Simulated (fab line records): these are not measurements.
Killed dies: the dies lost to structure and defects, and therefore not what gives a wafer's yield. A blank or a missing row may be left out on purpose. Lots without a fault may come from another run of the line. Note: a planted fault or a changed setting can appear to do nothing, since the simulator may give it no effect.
Which tool was responsible? ; flow sky130 ; 11 lots with 32 wafers sampled at 5 steps, on a route of 708 steps

## WHAT THE GAUGES READ, wafer by wafer
SKY_VIA3_CD_MEAS_12: the cd target is 200 nm.
lot;measured;on;cd_nm (nm)
L631;day 41 13:17;cd_sem-01;200.2 199.9 197.8
L632;day 41 23:17;cd_sem-02;202.0 201.9 200.7
L633;day 42 07:09;cd_sem-01;199.6 199.0 199.8
L634;day 42 12:19;cd_sem-01;200.5 198.7 199.6
L635;day 42 20:09;cd_sem-01;199.9 200.6 200.0
L640;day 44 15:01;cd_sem-01;200.5 140.6 200.0 140.5
L644;day 45 20:44;cd_sem-01;197.3 199.0 138.9 197.6 199.2 138.9
L647;day 46 02:10;cd_sem-02;201.9 202.0 202.3
L649;day 46 15:00;cd_sem-01;199.6 199.8 199.9
L650;day 46 19:41;cd_sem-01;202.1 202.0 201.6
L651;day 46 20:56;cd_sem-02;201.5 201.9 200.0

## WHICH TOOL RAN EACH LOT (tool, then ch and the chambers of the sampled wafers, then the start)
lot;SKY_LI_CONTACT_CMP_02;SKY_LI_CONTACT_ETCH_15;SKY_METAL2_METAL_ETCH_19;SKY_VIA3_EXPOSE_09
L631;cmp-01 ch 1,2, day 29 13:56;rie_diel-03 ch 0,1,2, day 30 21:29;rie_metal-01 ch 1, day 37 03:15;krf_scanner-02 ch 0, day 41 00:57
L632;cmp-01 ch 2,3, day 30 01:44;rie_diel-03 ch 0,1, day 31 08:23;rie_metal-01 ch 1, day 37 12:17;krf_scanner-02 ch 0, day 41 11:00
L633;cmp-02 ch 1,2,3, day 30 12:35;rie_diel-01 ch 0,2,3, day 31 19:35;rie_metal-04 ch 0,1, day 37 21:12;krf_scanner-01 ch 0, day 41 19:19
L634;cmp-01 ch 0,2,3, day 30 17:58;rie_diel-01 ch 0,1, day 32 01:03;rie_metal-01 ch 1, day 38 03:34;krf_scanner-02 ch 0, day 42 00:39
L635;cmp-02 ch 0,1,3, day 31 05:01;rie_diel-01 ch 0,2,3, day 32 11:50;rie_metal-01 ch 0,1, day 38 12:06;krf_scanner-01 ch 0, day 42 08:14
L640;cmp-02 ch 1, day 33 12:44;rie_diel-02 ch 1, day 34 16:52;rie_metal-01 ch 1, day 40 10:05;krf_scanner-02 ch 0, day 44 03:33
L644;cmp-02 ch 0,2,3, day 34 22:41;rie_diel-01 ch 1,2, day 36 01:43;rie_metal-01 ch 0,1, day 41 19:03;krf_scanner-02 ch 0, day 45 10:41
L647;cmp-02 ch 2,3, day 35 07:53;rie_diel-03 ch 1,2, day 36 11:16;rie_metal-04 ch 1, day 42 00:32;krf_scanner-01 ch 0, day 45 15:41
L649;cmp-01 ch 0,2,3, day 35 21:10;rie_diel-02 ch 0,1, day 37 00:03;rie_metal-04 ch 0,1, day 42 13:46;krf_scanner-01 ch 0, day 46 04:31
L650;cmp-02 ch 1,2,3, day 36 03:47;rie_diel-03 ch 0,1,3, day 37 06:23;rie_metal-01 ch 1, day 42 20:13;krf_scanner-01 ch 0, day 46 09:30
L651;cmp-01 ch 1,2,3, day 36 05:04;rie_diel-01 ch 0,1, day 37 08:36;rie_metal-04 ch 0,1, day 42 22:13;krf_scanner-01 ch 0, day 46 11:19
- SKY_LI_CONTACT_CMP_02: polishes PSG.
- SKY_LI_CONTACT_ETCH_15: etches PSG in C4F8/O2/Ar, stops on Si, target depth 600 nm.
- SKY_METAL2_METAL_ETCH_19: etches the open film in Cl2/BCl3, stops on SiO2, target depth 360 nm, time 78 s.
- SKY_VIA3_EXPOSE_09: exposes mask VIM3, target cd 200 nm.

## THE ANSWER, worked out from the rows above alone
Rule: usual is defined by the lots themselves. The widest of any qualifying gaps counts: lots, ordered by their means at a reading, are off when they make up no more than a third of the lots, leave a main group of 4 or more, and stand apart from it by 3 or more times the standard deviation of that group's means. The tables above print the reading to a certain number of digits; a main group whose means all agree to those digits is not used. Also off: a lot with no number at a reading for which 4 or more lots have one. Where the step has rows for the other lots, those lots are counted as sound.
Off at SKY_VIA3_CD_MEAS_12 (cd_nm): L640, L644. Main group: mean 200.5 nm, sd 1.
If a tool, at a process step before that reading, ran all the lots that are off and no sound lot after the first of them, it fits. Gauges at SKY_VIA3_CD_MEAS_12: tried the same way as those tools. One fits: krf_scanner-02 at SKY_VIA3_EXPOSE_09. A fault onset in the window from L634 (day 42 00:39, its last sound lot) to L640 (day 44 03:33, its first lot off) fits.

## WHAT THE SIMULATOR PUT IN
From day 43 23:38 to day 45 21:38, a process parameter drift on krf_scanner-02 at SKY_VIA3_EXPOSE_09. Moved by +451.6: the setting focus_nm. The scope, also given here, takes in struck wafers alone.
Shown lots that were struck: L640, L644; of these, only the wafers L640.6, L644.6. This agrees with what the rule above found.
